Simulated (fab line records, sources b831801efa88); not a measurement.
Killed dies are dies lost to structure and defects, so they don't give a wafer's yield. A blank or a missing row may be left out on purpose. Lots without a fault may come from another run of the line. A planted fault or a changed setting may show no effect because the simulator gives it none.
Which tool did it? | flow sky130 | 6 lots, 18 wafers sampled, at 3 steps of a route of 708

WHAT THE GAUGES READ, wafer by wafer
SKY_VT_ADJUST_LVTN_TW_MEAS_10.
lot  | measured     | on            | VT_ADJUST_LVTN_TW
L813 | day 7 06:40  | film_metro-02 | 240.8 242.0 241.7
L816 | day 8 03:14  | film_metro-01 | 239.7 239.6 239.1
L820 | day 9 03:51  | film_metro-04 | 240.3 240.8 241.0
L824 | day 10 09:17 | film_metro-02 | 30.1 30.0 30.1
L832 | day 12 15:13 | film_metro-01 | 240.4 240.9 240.2
L834 | day 13 03:00 | film_metro-01 | 239.5 240.7 239.9

WHICH TOOL RAN EACH LOT (tool, then ch and the chambers of the sampled wafers, then the start)
lot  | SKY_VT_ADJUST_HVTP_STRIP_10          | SKY_VT_ADJUST_LVTN_STRIP_09
L813 | plasma_asher-02 ch 0,1, day 6 11:29  | plasma_asher-03 ch 0,1, day 7 06:34
L816 | plasma_asher-02 ch 0, day 7 06:40    | plasma_asher-01 ch 0,1, day 8 03:08
L820 | plasma_asher-03 ch 0,1, day 8 06:16  | plasma_asher-01 ch 0,1, day 9 03:44
L824 | plasma_asher-04 ch 0,1, day 9 10:52  | plasma_asher-04 ch 0,1, day 10 09:11
L832 | plasma_asher-02 ch 0,1, day 11 14:39 | plasma_asher-03 ch 0,1, day 12 15:08
L834 | plasma_asher-04 ch 0,1, day 12 02:16 | plasma_asher-03 ch 0,1, day 13 02:53
- SKY_VT_ADJUST_HVTP_STRIP_10: strips in O2/N2.
- SKY_VT_ADJUST_LVTN_STRIP_09: strips in O2/N2.

THE ANSWER, worked out from the rows above alone
Rule: what is usual is taken from the lots themselves. Put in order of their means at a reading, lots are off if they are a third of the lots or fewer, leave a main group of 4 or more, and stand apart from it by a gap of 3 or more times the standard deviation of the main group's means; of several such gaps the widest counts. A main group whose means are all the same, to the digits that the tables above print for the reading, isn't used. A lot without any number at a reading at which 4 lots or more have one is off too. The other lots that the step has rows for count as sound.
Off: L824, at SKY_VT_ADJUST_LVTN_TW_MEAS_10 (VT_ADJUST_LVTN_TW). The main group: mean 240.4, standard deviation 0.68.
A tool fits if, at a process step before that reading, it ran every lot that is off, and no sound lot after the first of them. The gauges at SKY_VT_ADJUST_LVTN_TW_MEAS_10 are tried like those tools. Can't be told from this: 2 tools fit, plasma_asher-04 at SKY_VT_ADJUST_LVTN_STRIP_09, film_metro-02 at SKY_VT_ADJUST_LVTN_TW_MEAS_10.

WHAT THE SIMULATOR HAD PUT IN
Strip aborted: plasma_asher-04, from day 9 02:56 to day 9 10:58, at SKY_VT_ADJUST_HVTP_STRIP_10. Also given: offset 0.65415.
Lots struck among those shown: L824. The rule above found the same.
